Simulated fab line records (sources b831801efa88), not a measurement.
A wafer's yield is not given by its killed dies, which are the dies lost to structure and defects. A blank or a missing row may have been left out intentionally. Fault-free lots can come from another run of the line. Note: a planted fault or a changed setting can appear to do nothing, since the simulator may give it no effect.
The tool behind it: which one? || flow gf180mcu || 36 wafers from 12 lots sampled at 5 of the route's 602 steps

WHAT EACH GAUGE READ, for each wafer
GF_M4_CD_MEAS_14: target cd 280 nm.
{"lot": "L165", "measured": "day 24 01:14", "on": "cd sem-01", "cd nm (nm)": "279.8 280.4 280.0"}
{"lot": "L167", "measured": "day 24 10:44", "on": "cd sem-02", "cd nm (nm)": "280.1 280.5 280.9"}
{"lot": "L169", "measured": "day 25 05:12", "on": "cd sem-01", "cd nm (nm)": "279.9 279.3 280.1"}
{"lot": "L171", "measured": "day 26 04:13", "on": "cd sem-02", "cd nm (nm)": "280.2 281.7 280.5"}
{"lot": "L173", "measured": "day 26 08:00", "on": "cd sem-01", "cd nm (nm)": "279.4 280.0 279.2"}
{"lot": "L175", "measured": "day 27 18:35", "on": "cd sem-02", "cd nm (nm)": "280.0 280.5 279.6"}
{"lot": "L176", "measured": "day 27 21:52", "on": "cd sem-02", "cd nm (nm)": "279.9 280.3 280.3"}
{"lot": "L178", "measured": "day 27 23:46", "on": "cd sem-01", "cd nm (nm)": "279.6 279.5 279.8"}
{"lot": "L179", "measured": "day 28 16:26", "on": "cd sem-01", "cd nm (nm)": "281.0 281.1 282.1"}
{"lot": "L181", "measured": "day 28 22:49", "on": "cd sem-01", "cd nm (nm)": "280.2 278.9 280.0"}
{"lot": "L184", "measured": "day 29 19:58", "on": "cd sem-01", "cd nm (nm)": "297.7 297.4 297.3"}
{"lot": "L186", "measured": "day 30 09:26", "on": "cd sem-02", "cd nm (nm)": "296.6 294.2 295.7"}

TOOL THAT RAN EACH LOT (tool first, then ch and the chambers of the sampled wafers, then the start)
{"lot": "L165", "GF_V3_STRIP_18": "plasma asher-02 ch 0,1, day 22 17:02", "GF_M4_SPUTTER_00": "pvd sputter-03, day 23 03:23", "GF_M4_SPUTTER_01": "pvd sputter-03, day 23 03:29", "GF_M4_PEB_12": "litho track-03 ch 0, day 24 00:53"}
{"lot": "L167", "GF_V3_STRIP_18": "plasma asher-02 ch 0,1, day 23 11:05", "GF_M4_SPUTTER_00": "pvd sputter-01, day 23 12:19", "GF_M4_SPUTTER_01": "pvd sputter-01, day 23 12:25", "GF_M4_PEB_12": "litho track-04 ch 0, day 24 10:23"}
{"lot": "L169", "GF_V3_STRIP_18": "plasma asher-01 ch 0,1, day 24 05:44", "GF_M4_SPUTTER_00": "pvd sputter-01, day 24 06:59", "GF_M4_SPUTTER_01": "pvd sputter-01, day 24 07:05", "GF_M4_PEB_12": "litho track-01 ch 0, day 25 04:51"}
{"lot": "L171", "GF_V3_STRIP_18": "plasma asher-03 ch 0,1, day 25 05:36", "GF_M4_SPUTTER_00": "pvd sputter-01, day 25 06:52", "GF_M4_SPUTTER_01": "pvd sputter-01, day 25 06:58", "GF_M4_PEB_12": "litho track-03 ch 0, day 26 03:52"}
{"lot": "L173", "GF_V3_STRIP_18": "plasma asher-03 ch 0,1, day 25 08:46", "GF_M4_SPUTTER_00": "pvd sputter-03, day 25 10:08", "GF_M4_SPUTTER_01": "pvd sputter-03, day 25 10:14", "GF_M4_PEB_12": "litho track-04 ch 0, day 26 07:41"}
{"lot": "L175", "GF_V3_STRIP_18": "plasma asher-02 ch 0,1, day 26 20:32", "GF_M4_SPUTTER_00": "pvd sputter-01, day 26 21:46", "GF_M4_SPUTTER_01": "pvd sputter-01, day 26 21:52", "GF_M4_PEB_12": "litho track-04 ch 0, day 27 18:14"}
{"lot": "L176", "GF_V3_STRIP_18": "plasma asher-01 ch 0,1, day 26 23:58", "GF_M4_SPUTTER_00": "pvd sputter-04, day 27 01:26", "GF_M4_SPUTTER_01": "pvd sputter-04, day 27 01:32", "GF_M4_PEB_12": "litho track-01 ch 0, day 27 21:32"}
{"lot": "L178", "GF_V3_STRIP_18": "plasma asher-03 ch 0,1, day 27 01:47", "GF_M4_SPUTTER_00": "pvd sputter-01, day 27 03:01", "GF_M4_SPUTTER_01": "pvd sputter-01, day 27 03:07", "GF_M4_PEB_12": "litho track-01 ch 0, day 27 23:26"}
{"lot": "L179", "GF_V3_STRIP_18": "plasma asher-02 ch 0, day 27 20:14", "GF_M4_SPUTTER_00": "pvd sputter-01, day 27 21:30", "GF_M4_SPUTTER_01": "pvd sputter-01, day 27 21:36", "GF_M4_PEB_12": "litho track-03 ch 0, day 28 16:05"}
{"lot": "L181", "GF_V3_STRIP_18": "plasma asher-02 ch 0,1, day 28 02:05", "GF_M4_SPUTTER_00": "pvd sputter-04, day 28 03:19", "GF_M4_SPUTTER_01": "pvd sputter-04, day 28 03:25", "GF_M4_PEB_12": "litho track-04 ch 0, day 28 22:28"}
{"lot": "L184", "GF_V3_STRIP_18": "plasma asher-02 ch 0,1, day 28 23:26", "GF_M4_SPUTTER_00": "pvd sputter-03, day 29 00:40", "GF_M4_SPUTTER_01": "pvd sputter-03, day 29 00:46", "GF_M4_PEB_12": "litho track-04 ch 0, day 29 19:37"}
{"lot": "L186", "GF_V3_STRIP_18": "plasma asher-02 ch 0,1, day 29 13:50", "GF_M4_SPUTTER_00": "pvd sputter-04, day 29 15:05", "GF_M4_SPUTTER_01": "pvd sputter-04, day 29 15:11", "GF_M4_PEB_12": "litho track-04 ch 0, day 30 09:05"}
- GF_V3_STRIP_18: strips in O2/N2.
- GF_M4_SPUTTER_00: material Ti, target thk 37.5 nm, time 150 s.
- GF_M4_SPUTTER_01: material TiN, target thk 30 nm, time 25 s.
- GF_M4_PEB_12: peb time 90 s.

WHAT THE TOOLS THEMSELVES READ (means of the sampled wafers that have a number; where no wafer has one, the mark that the record gives instead)
GF_V3_STRIP_18.
{"lot": "L165", "tool": "plasma asher-02", "drypump motor current A (A)": 5.8, "heater power w (W)": 344, "oes product au (a.u.)": 0.594}
{"lot": "L167", "tool": "plasma asher-02", "drypump motor current A (A)": 5.8, "heater power w (W)": 351, "oes product au (a.u.)": 0.589}
{"lot": "L169", "tool": "plasma asher-01", "drypump motor current A (A)": 6.1, "heater power w (W)": 290, "oes product au (a.u.)": 0.596}
{"lot": "L171", "tool": "plasma asher-03", "drypump motor current A (A)": 5.2, "heater power w (W)": 327, "oes product au (a.u.)": 0.591}
{"lot": "L173", "tool": "plasma asher-03", "drypump motor current A (A)": 5.2, "heater power w (W)": 323, "oes product au (a.u.)": 0.589}
{"lot": "L175", "tool": "plasma asher-02", "drypump motor current A (A)": 5.8, "heater power w (W)": 349, "oes product au (a.u.)": 0.589}
{"lot": "L176", "tool": "plasma asher-01", "drypump motor current A (A)": 6.1, "heater power w (W)": 291, "oes product au (a.u.)": 0.594}
{"lot": "L178", "tool": "plasma asher-03", "drypump motor current A (A)": 5.1, "heater power w (W)": 336, "oes product au (a.u.)": 0.592}
{"lot": "L179", "tool": "plasma asher-02", "drypump motor current A (A)": 6.1, "heater power w (W)": 353, "oes product au (a.u.)": 0.594}
{"lot": "L181", "tool": "plasma asher-02", "drypump motor current A (A)": 5.9, "heater power w (W)": 343, "oes product au (a.u.)": 0.595}
{"lot": "L184", "tool": "plasma asher-02", "drypump motor current A (A)": 5.8, "heater power w (W)": 346, "oes product au (a.u.)": 0.589}
{"lot": "L186", "tool": "plasma asher-02", "drypump motor current A (A)": 5.8, "heater power w (W)": 349, "oes product au (a.u.)": 0.596}

GF_M4_SPUTTER_00.
{"lot": "L165", "tool": "pvd sputter-03", "substrate temp c (C)": 199.98, "throttle valve pct (%)": 29.9}
{"lot": "L167", "tool": "pvd sputter-01", "substrate temp c (C)": 199.91, "throttle valve pct (%)": 30.2}
{"lot": "L169", "tool": "pvd sputter-01", "substrate temp c (C)": 199.85, "throttle valve pct (%)": 30.1}
{"lot": "L171", "tool": "pvd sputter-01", "substrate temp c (C)": 199.96, "throttle valve pct (%)": 30.3}
{"lot": "L173", "tool": "pvd sputter-03", "substrate temp c (C)": 200.10, "throttle valve pct (%)": 29.6}
{"lot": "L175", "tool": "pvd sputter-01", "substrate temp c (C)": 200.25, "throttle valve pct (%)": 29.6}
{"lot": "L176", "tool": "pvd sputter-04", "substrate temp c (C)": 199.95, "throttle valve pct (%)": 30.0}
{"lot": "L178", "tool": "pvd sputter-01", "substrate temp c (C)": 200.05, "throttle valve pct (%)": 29.6}
{"lot": "L179", "tool": "pvd sputter-01", "substrate temp c (C)": 200.12, "throttle valve pct (%)": 29.8}
{"lot": "L181", "tool": "pvd sputter-04", "substrate temp c (C)": 200.00, "throttle valve pct (%)": 30.2}
{"lot": "L184", "tool": "pvd sputter-03", "substrate temp c (C)": 199.99, "throttle valve pct (%)": 29.4}
{"lot": "L186", "tool": "pvd sputter-04", "substrate temp c (C)": 199.87, "throttle valve pct (%)": 30.1}

GF_M4_SPUTTER_01.
{"lot": "L165", "tool": "pvd sputter-03", "throttle valve pct (%)": 29.7}
{"lot": "L167", "tool": "pvd sputter-01", "throttle valve pct (%)": 30.0}
{"lot": "L169", "tool": "pvd sputter-01", "throttle valve pct (%)": 30.1}
{"lot": "L171", "tool": "pvd sputter-01", "throttle valve pct (%)": 30.4}
{"lot": "L173", "tool": "pvd sputter-03", "throttle valve pct (%)": 29.6}
{"lot": "L175", "tool": "pvd sputter-01", "throttle valve pct (%)": 29.7}
{"lot": "L176", "tool": "pvd sputter-04", "throttle valve pct (%)": 29.8}
{"lot": "L178", "tool": "pvd sputter-01", "throttle valve pct (%)": 29.7}
{"lot": "L179", "tool": "pvd sputter-01", "throttle valve pct (%)": 30.0}
{"lot": "L181", "tool": "pvd sputter-04", "throttle valve pct (%)": 30.2}
{"lot": "L184", "tool": "pvd sputter-03", "throttle valve pct (%)": 29.5}
{"lot": "L186", "tool": "pvd sputter-04", "throttle valve pct (%)": 30.2}

GF_M4_PEB_12.
{"lot": "L165", "tool": "litho track-03", "heater power total W (W)": 85.74}
{"lot": "L167", "tool": "litho track-04", "heater power total W (W)": 85.67}
{"lot": "L169", "tool": "litho track-01", "heater power total W (W)": 85.70}
{"lot": "L171", "tool": "litho track-03", "heater power total W (W)": 85.68}
{"lot": "L173", "tool": "litho track-04", "heater power total W (W)": 85.64}
{"lot": "L175", "tool": "litho track-04", "heater power total W (W)": 85.69}
{"lot": "L176", "tool": "litho track-01", "heater power total W (W)": 85.75}
{"lot": "L178", "tool": "litho track-01", "heater power total W (W)": 85.71}
{"lot": "L179", "tool": "litho track-03", "heater power total W (W)": 85.59}
{"lot": "L181", "tool": "litho track-04", "heater power total W (W)": 85.65}
{"lot": "L184", "tool": "litho track-04", "heater power total W (W)": 105.13}
{"lot": "L186", "tool": "litho track-04", "heater power total W (W)": 105.28}

THE ANSWER, worked out from the rows above alone
Rule: the usual values come from the lots themselves. Put in order of their means at a reading, lots are off if they are a third of the lots or fewer, leave a main group of 4 or more, and stand apart from it by a gap of 3 or more times the standard deviation of the main group's means; of several such gaps the widest counts. A main group is skipped when, at the precision printed for the reading in the tables above, its means are all equal. A lot without any number at a reading at which 4 lots or more have one is off too. Where the step has rows for the other lots, those lots are counted as sound. Order of review: gauges by route order, followed by the tools' own readings, for which a lot's mean as printed above is used. The first step at which some lot is off is used, and at that step the reading that is off furthest; a lot without a number counts as furthest.
Off, at GF_M4_CD_MEAS_14 on cd nm: L184, L186. The main group: mean 280.2 nm, standard deviation 0.56.
If a tool, at a process step before that reading, ran all the lots that are off and no sound lot after the first of them, it fits. Not tried: the gauges at GF_M4_CD_MEAS_14; whatever is off there is also off at GF_M4_PEB_12, on other tools, and gauge error can't account for it. Undecided on this evidence; 2 tools fit (plasma asher-02 at GF_V3_STRIP_18, litho track-04 at GF_M4_PEB_12).

WHAT THE SIMULATOR HAD PUT IN
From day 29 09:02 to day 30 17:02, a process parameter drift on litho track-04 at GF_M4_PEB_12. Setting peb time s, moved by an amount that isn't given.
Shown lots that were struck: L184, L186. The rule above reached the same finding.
